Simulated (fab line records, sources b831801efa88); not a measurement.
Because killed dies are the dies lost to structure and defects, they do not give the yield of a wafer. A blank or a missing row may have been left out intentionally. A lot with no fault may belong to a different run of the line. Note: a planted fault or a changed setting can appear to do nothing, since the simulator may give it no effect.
fab line records | flow sky130
record lots=15 | wafers=45 | last_day=51
route steps=708 shown LDD_P@266 POLY_CUT@316 RES_XHIGH@339 LOCAL_INTERCONNECT@388
lots with no fault: from the same line, run without faults
start_h: start of the lot's first displayed wafer, in hours after the record's first day | wait_h: how many hours have passed since the lot's step before this one | " identical to the entry in the row above | L1.1+2: a single row standing in for several wafers | - either no value or no given start | * or withheld: withheld | < > ~ a bound
route shown NAME@n: NAME is a module with steps in the file, n the number in the route of the first one | usual: mean and standard deviation over wafers with no fault | same: alike in all rows | chamber/n: place in a boat | sites: the reading at each site | _std_site: the values' standard deviation | _edge_site: inner sites' mean taken away from outer sites' mean | radius_mm: how far each site lies from the wafer's centre | mask NAME#n: copy n | behind: the last tool/chamber to shape the wafer | hold: the reason the lot was held/the length of the hold in hours/how it ended | device: names the non-switching transistor (n, p or np) | end of line: at the end of the route, the tests of the same wafers | for a step that has no rows: nothing shown but its recipe | killed: not the wafer's yield, but the dies lost to structure and defects at the first sort | map: per-die view of a wafer (x killed, . not killed, _ where there is no die)
set.NAME: setting as actually run; set.NAME@STEP: the setting as run at that earlier step | model.NAME: the simulator's own value behind a step, which no gauge read
steps of the route over a sample of lots; a table a step, a row a wafer
services: when a tool's chamber went out of use (start_h, in hours from the record's first day, below 0 if earlier), for how many hours, and the reason
## steps
# step SKY_LDD_P_TW_MEAS_11
# usual LDD_P_TW=643/7
lot.wafer | tool          | chamber | start_h | wait_h | LDD_P_TW
L391.4    | film_metro-04 | -       | 442.17  | 0.1    | 637
L391.5    | "             | -       | "       | "      | 636
L391.6    | "             | -       | "       | "      | 638
L392.1    | film_metro-01 | -       | 445.54  | 0.1    | 637
L392.2    | "             | -       | "       | "      | 641
L392.5    | "             | -       | "       | "      | 641
L395.4    | film_metro-01 | -       | 483.25  | 0.1    | 641
L395.5    | "             | -       | "       | "      | 643
L395.6    | "             | -       | "       | "      | 641
L397.3    | film_metro-01 | -       | 496.54  | 0.1    | 639
L397.5    | "             | -       | "       | "      | 640
L397.6    | "             | -       | "       | "      | 644
L399.1    | film_metro-03 | -       | 513.22  | 0.1    | 648
L399.3    | "             | -       | "       | "      | 645
L399.5    | "             | -       | "       | "      | 645
L400.1    | film_metro-03 | -       | 528.22  | 0.1    | 648
L400.3    | "             | -       | "       | "      | 647
L400.5    | "             | -       | "       | "      | 648
L402.1    | film_metro-03 | -       | 536.63  | 0.1    | 648
L402.3    | "             | -       | "       | "      | 645
L402.6    | "             | -       | "       | "      | 647
L404.2    | film_metro-04 | -       | 553.75  | 0.1    | 639
L404.3    | "             | -       | "       | "      | 636
L404.6    | "             | -       | "       | "      | 634
L405.2    | film_metro-01 | -       | 576.94  | 0.1    | 638
L405.5    | "             | -       | "       | "      | 633
L405.6    | "             | -       | "       | "      | 636
L406.2    | film_metro-04 | -       | 585.40  | 0.1    | 638
L406.3    | "             | -       | "       | "      | 639
L406.4    | "             | -       | "       | "      | 640
L407.2    | film_metro-03 | -       | 590.10  | 0.1    | 655
L407.3    | "             | -       | "       | "      | 648
L407.5    | "             | -       | "       | "      | 650
L408.2    | film_metro-03 | -       | 597.94  | 0.1    | 648
L408.4    | "             | -       | "       | "      | 651
L408.5    | "             | -       | "       | "      | 651
L411.1    | film_metro-04 | -       | 615.39  | 0.1    | 639
L411.5    | "             | -       | "       | "      | 637
L411.6    | "             | -       | "       | "      | 637
L413.1    | film_metro-03 | -       | 646.32  | 0.1    | 659
L413.4    | "             | -       | "       | "      | 656
L413.5    | "             | -       | "       | "      | 654
L412.1    | film_metro-03 | -       | 676.79  | 0.1    | 648
L412.2    | "             | -       | "       | "      | 649
L412.6    | "             | -       | "       | "      | 648
# step SKY_POLY_CUT_OVL_MEAS_09
# usual POLY_CUT_OVL=1/6.7
lot.wafer | tool       | chamber | start_h | wait_h | POLY_CUT_OVL[nm]
L391.4    | overlay-02 | -       | 568.57  | 0.1    | -1
L391.5    | "          | -       | "       | "      | -7
L391.6    | "          | -       | "       | "      | 4
L392.1    | overlay-02 | -       | 571.58  | 0.1    | -8
L392.2    | "          | -       | "       | "      | 3
L392.5    | "          | -       | "       | "      | 0
L395.4    | overlay-02 | -       | 619.58  | 0.1    | -7
L395.5    | "          | -       | "       | "      | 3
L395.6    | "          | -       | "       | "      | -1
L397.3    | overlay-02 | -       | 620.76  | 0.1    | -2
L397.5    | "          | -       | "       | "      | -6
L397.6    | "          | -       | "       | "      | 1
L399.1    | overlay-01 | -       | 636.10  | 0.1    | 1
L399.3    | "          | -       | "       | "      | 9
L399.5    | "          | -       | "       | "      | 8
L400.1    | overlay-02 | -       | 650.33  | 0.1    | 4
L400.3    | "          | -       | "       | "      | 5
L400.5    | "          | -       | "       | "      | 3
L402.1    | overlay-02 | -       | 657.83  | 0.1    | 0
L402.3    | "          | -       | "       | "      | 6
L402.6    | "          | -       | "       | "      | -2
L404.2    | overlay-01 | -       | 674.36  | 0.1    | -9
L404.3    | "          | -       | "       | "      | 1
L404.6    | "          | -       | "       | "      | -2
L405.2    | overlay-02 | -       | 695.69  | 0.1    | 6
L405.5    | "          | -       | "       | "      | 7
L405.6    | "          | -       | "       | "      | 16
L406.2    | overlay-01 | -       | 704.30  | 0.1    | -4
L406.3    | "          | -       | "       | "      | 6
L406.4    | "          | -       | "       | "      | -11
L407.2    | overlay-02 | -       | 708.34  | 0.1    | 14
L407.3    | "          | -       | "       | "      | 8
L407.5    | "          | -       | "       | "      | 8
L408.2    | overlay-01 | -       | 715.94  | 0.1    | -9
L408.4    | "          | -       | "       | "      | -3
L408.5    | "          | -       | "       | "      | 2
L411.1    | overlay-01 | -       | 731.98  | 0.1    | 0
L411.5    | "          | -       | "       | "      | 4
L411.6    | "          | -       | "       | "      | 3
L413.1    | overlay-02 | -       | 761.00  | 0.1    | 6
L413.4    | "          | -       | "       | "      | -1
L413.5    | "          | -       | "       | "      | 13
L412.1    | overlay-02 | -       | 789.70  | 0.1    | 0
L412.2    | "          | -       | "       | "      | 10
L412.6    | "          | -       | "       | "      | 8
# step SKY_RES_XHIGH_IMPLANT_07
# recipe species=BF2 | energy_kev=20 | dose_cm2=3.6e+14 | tilt_deg=0
# usual beam_energy_keV=19.999/0.0055 | beam_on_s=36/5.2 | end_station_pressure_torr=5.23e-06/2.7e-07 | implant_ion_amu=49/0
lot.wafer | tool         | chamber | start_h | wait_h | beam_energy_keV | beam_on_s | end_station_pressure_torr | implant_ion_amu
L391.4    | implanter-03 | 0       | 626.79  | 0.1    | 20.002          | 43        | 5.03e-06                  | 49
L391.5    | "            | 0       | "       | "      | 20.006          | 44        | 5.23e-06                  | 49
L391.6    | "            | 0       | "       | "      | 19.993          | 44        | 5.33e-06                  | 49
L392.1    | implanter-03 | 0       | 629.16  | 0.1    | 19.989          | 44        | 5.02e-06                  | 49
L392.2    | "            | 0       | "       | "      | 19.989          | 44        | 4.87e-06                  | 49
L392.5    | "            | 0       | "       | "      | 20.000          | 44        | 5.74e-06                  | 49
L395.4    | implanter-01 | 0       | 676.79  | 0.1    | 19.994          | 36        | 5.22e-06                  | 49
L395.5    | "            | 0       | "       | "      | 19.991          | 36        | 5.17e-06                  | 49
L395.6    | "            | 0       | "       | "      | 20.002          | 35        | 5.3e-06                   | 49
L397.3    | implanter-04 | 0       | 678.26  | 0.1    | 20.004          | 29        | 5.01e-06                  | 49
L397.5    | "            | 0       | "       | "      | 20.003          | 30        | 5.94e-06                  | 49
L397.6    | "            | 0       | "       | "      | 20.004          | 31        | 5.22e-06                  | 49
L399.1    | implanter-01 | 0       | 694.01  | 0.1    | 20.007          | 36        | 5.24e-06                  | 49
L399.3    | "            | 0       | "       | "      | 20.007          | 37        | 5.13e-06                  | 49
L399.5    | "            | 0       | "       | "      | 20.006          | 36        | 4.97e-06                  | 49
L400.1    | implanter-01 | 0       | 707.58  | 0.1    | 19.997          | 36        | 4.8e-06                   | 49
L400.3    | "            | 0       | "       | "      | 20.001          | 36        | 5.61e-06                  | 49
L400.5    | "            | 0       | "       | "      | 19.997          | 37        | 5.32e-06                  | 49
L402.1    | implanter-04 | 0       | 715.56  | 0.1    | 19.999          | 31        | 5.3e-06                   | 49
L402.3    | "            | 0       | "       | "      | 19.998          | 31        | 4.85e-06                  | 49
L402.6    | "            | 0       | "       | "      | 20.004          | 29        | 4.82e-06                  | 49
L404.2    | implanter-01 | 0       | 730.45  | 0.1    | 19.998          | 36        | 5.15e-06                  | 49
L404.3    | "            | 0       | "       | "      | 19.992          | 36        | 4.88e-06                  | 49
L404.6    | "            | 0       | "       | "      | 20.003          | 37        | 5.37e-06                  | 49
L405.2    | implanter-01 | -       | 751.45  | 0.1    | -               | -         | -                         | -
L405.5    | "            | -       | "       | "      | -               | -         | -                         | -
L405.6    | "            | -       | "       | "      | -               | -         | -                         | -
L406.2    | implanter-01 | -       | 759.19  | 0.1    | -               | -         | -                         | -
L406.3    | "            | -       | "       | "      | -               | -         | -                         | -
L406.4    | "            | -       | "       | "      | -               | -         | -                         | -
L407.2    | implanter-04 | -       | 765.64  | 0.1    | -               | -         | -                         | -
L407.3    | "            | -       | "       | "      | -               | -         | -                         | -
L407.5    | "            | -       | "       | "      | -               | -         | -                         | -
L408.2    | implanter-04 | 0       | 770.24  | 0.1    | 20.004          | 30        | 5.08e-06                  | 49
L408.4    | "            | 0       | "       | "      | 20.011          | 32        | 5.48e-06                  | 49
L408.5    | "            | 0       | "       | "      | 19.993          | 29        | 4.87e-06                  | 49
L411.1    | implanter-04 | 0       | 785.63  | 0.1    | 19.996          | 29        | 5.4e-06                   | 49
L411.5    | "            | 0       | "       | "      | 19.991          | 30        | 5.44e-06                  | 49
L411.6    | "            | 0       | "       | "      | 20.002          | 30        | 5.22e-06                  | 49
L413.1    | implanter-04 | 0       | 814.53  | 0.1    | 20.003          | 30        | 5.49e-06                  | 49
L413.4    | "            | 0       | "       | "      | 20.006          | 30        | 5.04e-06                  | 49
L413.5    | "            | 0       | "       | "      | 20.001          | 30        | 5.14e-06                  | 49
L412.1    | implanter-04 | 0       | 842.86  | 0.1    | 20.003          | 30        | 5.28e-06                  | 49
L412.2    | "            | 0       | "       | "      | 19.991          | 30        | 5.2e-06                   | 49
L412.6    | "            | 0       | "       | "      | 19.990          | 30        | 5.39e-06                  | 49
# step SKY_RES_XHIGH_TW_MEAS_09
# usual RES_XHIGH_TW=1641/8.8
lot.wafer | tool          | chamber | start_h | wait_h | RES_XHIGH_TW
L391.4    | film_metro-04 | -       | 626.99  | 0.1    | 1630
L391.5    | "             | -       | "       | "      | 1627
L391.6    | "             | -       | "       | "      | 1626
L392.1    | film_metro-04 | -       | 629.41  | 0.1    | 1631
L392.2    | "             | -       | "       | "      | 1625
L392.5    | "             | -       | "       | "      | 1632
L395.4    | film_metro-01 | -       | 676.99  | 0.1    | 1641
L395.5    | "             | -       | "       | "      | 1634
L395.6    | "             | -       | "       | "      | 1636
L397.3    | film_metro-01 | -       | 678.48  | 0.1    | 1638
L397.5    | "             | -       | "       | "      | 1637
L397.6    | "             | -       | "       | "      | 1636
L399.1    | film_metro-01 | -       | 694.26  | 0.1    | 1641
L399.3    | "             | -       | "       | "      | 1642
L399.5    | "             | -       | "       | "      | 1646
L400.1    | film_metro-01 | -       | 707.83  | 0.1    | 1638
L400.3    | "             | -       | "       | "      | 1646
L400.5    | "             | -       | "       | "      | 1641
L402.1    | film_metro-02 | -       | 715.81  | 0.1    | 1655
L402.3    | "             | -       | "       | "      | 1645
L402.6    | "             | -       | "       | "      | 1642
L404.2    | film_metro-04 | -       | 730.69  | 0.1    | 1619
L404.3    | "             | -       | "       | "      | 1626
L404.6    | "             | -       | "       | "      | 1621
L405.2    | film_metro-01 | -       | 751.69  | 0.1    | 30
L405.5    | "             | -       | "       | "      | 30
L405.6    | "             | -       | "       | "      | 30
L406.2    | film_metro-02 | -       | 759.42  | 0.1    | 30
L406.3    | "             | -       | "       | "      | 30
L406.4    | "             | -       | "       | "      | 30
L407.2    | film_metro-01 | -       | 765.87  | 0.1    | 30
L407.3    | "             | -       | "       | "      | 30
L407.5    | "             | -       | "       | "      | 30
L408.2    | film_metro-02 | -       | 770.47  | 0.1    | 1639
L408.4    | "             | -       | "       | "      | 1643
L408.5    | "             | -       | "       | "      | 1638
L411.1    | film_metro-02 | -       | 785.88  | 0.1    | 1644
L411.5    | "             | -       | "       | "      | 1642
L411.6    | "             | -       | "       | "      | 1644
L413.1    | film_metro-04 | -       | 814.78  | 0.1    | 1640
L413.4    | "             | -       | "       | "      | 1635
L413.5    | "             | -       | "       | "      | 1631
L412.1    | film_metro-04 | -       | 843.11  | 0.1    | 1634
L412.2    | "             | -       | "       | "      | 1638
L412.6    | "             | -       | "       | "      | 1632
# step SKY_SD_N_RS_MEAS_18
# recipe thk_meas_gauge=four-point-probe
# usual RES_XHIGH_RS=333.5/1.1
lot.wafer | tool          | chamber | start_h | wait_h | RES_XHIGH_RS[ohm/sq]
L391.4    | film_metro-02 | -       | 656.98  | 0.1    | 334.9
L391.5    | "             | -       | "       | "      | 334.5
L391.6    | "             | -       | "       | "      | 334.8
L392.1    | film_metro-02 | -       | 659.71  | 0.1    | 334.7
L392.2    | "             | -       | "       | "      | 334.8
L392.5    | "             | -       | "       | "      | 335.0
L395.4    | film_metro-04 | -       | 706.91  | 0.1    | 333.3
L395.5    | "             | -       | "       | "      | 334.1
L395.6    | "             | -       | "       | "      | 336.0
L397.3    | film_metro-02 | -       | 708.08  | 0.1    | 334.8
L397.5    | "             | -       | "       | "      | 335.5
L397.6    | "             | -       | "       | "      | 335.3
L399.1    | film_metro-01 | -       | 724.20  | 0.1    | 334.1
L399.3    | "             | -       | "       | "      | 334.7
L399.5    | "             | -       | "       | "      | 333.6
L400.1    | film_metro-02 | -       | 737.27  | 0.1    | 333.3
L400.3    | "             | -       | "       | "      | 334.1
L400.5    | "             | -       | "       | "      | 332.2
L402.1    | film_metro-01 | -       | 744.10  | 0.1    | 332.5
L402.3    | "             | -       | "       | "      | 332.7
L402.6    | "             | -       | "       | "      | 333.3
L404.2    | film_metro-04 | -       | 758.73  | 0.1    | 333.5
L404.3    | "             | -       | "       | "      | 332.7
L404.6    | "             | -       | "       | "      | 333.6
L405.2    | film_metro-02 | -       | 779.23  | 0.1    | 132.9
L405.5    | "             | -       | "       | "      | 132.9
L405.6    | "             | -       | "       | "      | 133.0
L406.2    | film_metro-01 | -       | 787.12  | 0.1    | 132.9
L406.3    | "             | -       | "       | "      | 132.8
L406.4    | "             | -       | "       | "      | 133.2
L407.2    | film_metro-04 | -       | 793.06  | 0.1    | 133.0
L407.3    | "             | -       | "       | "      | 132.9
L407.5    | "             | -       | "       | "      | 132.6
L408.2    | film_metro-01 | -       | 798.38  | 0.1    | 334.5
L408.4    | "             | -       | "       | "      | 333.6
L408.5    | "             | -       | "       | "      | 334.5
L411.1    | film_metro-04 | -       | 813.85  | 0.1    | 333.6
L411.5    | "             | -       | "       | "      | 333.2
L411.6    | "             | -       | "       | "      | 332.2
L413.1    | film_metro-04 | -       | 841.59  | 0.1    | 333.8
L413.4    | "             | -       | "       | "      | 332.3
L413.5    | "             | -       | "       | "      | 332.8
L412.1    | film_metro-04 | -       | 869.64  | 0.1    | 333.6
L412.2    | "             | -       | "       | "      | 331.9
L412.6    | "             | -       | "       | "      | 332.9
# step SKY_LOCAL_INTERCONNECT_RS_MEAS_01
# recipe thk_meas_gauge=four-point-probe | reads=TiN_of_LOCAL_INTERCONNECT_SPUTTER_00
# usual LOCAL_INTERCONNECT_TIN_RS=13.58/0.14
lot.wafer | tool          | chamber | start_h | wait_h | LOCAL_INTERCONNECT_TIN_RS[ohm/sq]
L391.4    | film_metro-03 | -       | 687.61  | 0.1    | 13.44
L391.5    | "             | -       | "       | "      | 13.49
L391.6    | "             | -       | "       | "      | 13.44
L392.1    | film_metro-02 | -       | 690.16  | 0.0    | 13.48
L392.2    | "             | -       | "       | "      | 13.45
L392.5    | "             | -       | "       | "      | 13.35
L395.4    | film_metro-03 | -       | 737.28  | 0.1    | 13.34
L395.5    | "             | -       | "       | "      | 13.42
L395.6    | "             | -       | "       | "      | 13.30
L397.3    | film_metro-03 | -       | 738.06  | 0.1    | 13.50
L397.5    | "             | -       | "       | "      | 13.73
L397.6    | "             | -       | "       | "      | 13.73
L399.1    | film_metro-02 | -       | 753.62  | 0.0    | 13.79
L399.3    | "             | -       | "       | "      | 13.71
L399.5    | "             | -       | "       | "      | 13.54
L400.1    | film_metro-01 | -       | 766.71  | 0.0    | 13.77
L400.3    | "             | -       | "       | "      | 13.55
L400.5    | "             | -       | "       | "      | 13.85
L402.1    | film_metro-02 | -       | 772.92  | 0.0    | 13.56
L402.3    | "             | -       | "       | "      | 13.76
L402.6    | "             | -       | "       | "      | 13.58
L404.2    | film_metro-02 | -       | 787.17  | 0.1    | 13.87
L404.3    | "             | -       | "       | "      | 13.76
L404.6    | "             | -       | "       | "      | 13.80
L408.2    | film_metro-01 | -       | 827.13  | 0.1    | 13.61
L408.4    | "             | -       | "       | "      | 13.49
L408.5    | "             | -       | "       | "      | 13.57
L411.1    | film_metro-03 | -       | 842.12  | 0.0    | 13.62
L411.5    | "             | -       | "       | "      | 13.62
L411.6    | "             | -       | "       | "      | 13.55
L413.1    | film_metro-03 | -       | 868.77  | 0.0    | 13.56
L413.4    | "             | -       | "       | "      | 13.61
L413.5    | "             | -       | "       | "      | 13.62
L412.1    | film_metro-01 | -       | 898.16  | 0.0    | 13.53
L412.2    | "             | -       | "       | "      | 13.37
L412.6    | "             | -       | "       | "      | 13.50
## services
tool         | chamber | start_h | hours | kind
implanter-01 | -       | 626.43  | 1.8   | repair
implanter-03 | -       | 631.47  | 7.0   | repair
implanter-01 | -       | 636.44  | 6.1   | pm
implanter-01 | -       | 662.59  | 3.7   | repair
implanter-03 | -       | 713.86  | 12.0  | pm
implanter-03 | -       | 824.56  | 4.7   | pm
## key
first_sign step=SKY_RES_XHIGH_IMPLANT_07 | reading=tool_record | direction=missing
effect step=SKY_RES_XHIGH_TW_MEAS_09 | reading=RES_XHIGH_TW | direction=down | sigmas=99+ | usual=1641 | struck=30
effect step=SKY_SD_N_RS_MEAS_18 | reading=RES_XHIGH_RS | direction=down | sigmas=99+ | usual=333.5 | struck=132.9
met_at SKY_RES_XHIGH_IMPLANT_07
struck_lots L405,L406,L407
later_rows_left_out L405.2,L405.5,L405.6,L406.2,L406.3,L406.4,L407.2,L407.3,L407.5
sort_left_out L405.2,L405.5,L405.6,L406.2,L406.3,L406.4,L407.2,L407.3,L407.5
tester_left_out L405,L406,L407
not_acting_at SKY_LDD_P_TW_MEAS_11,SKY_POLY_CUT_OVL_MEAS_09,SKY_LOCAL_INTERCONNECT_RS_MEAS_01
onset_between 730.45 751.45
fault kind=skipped_step_whole | tool=implanter-01,implanter-04 | chamber=- | onset_h=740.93 | steps=SKY_RES_XHIGH_IMPLANT_07 | scope=struck_lots_only
# tester_left_out: of these lots the tester's yield and bins aren't shown, on N5 and GAA mostly nor the transistor test; their killed dies are dies lost to structure and defects alone, not to doping, threshold or leakage, so they don't give the yield
# sort_left_out: the simulated sort isn't trusted on such a fault, so these wafers' sort isn't shown, and their yield isn't known
# later_rows_left_out: the simulator's readings of these wafers behind a module that went badly wrong aren't trusted and aren't shown, but for the sort
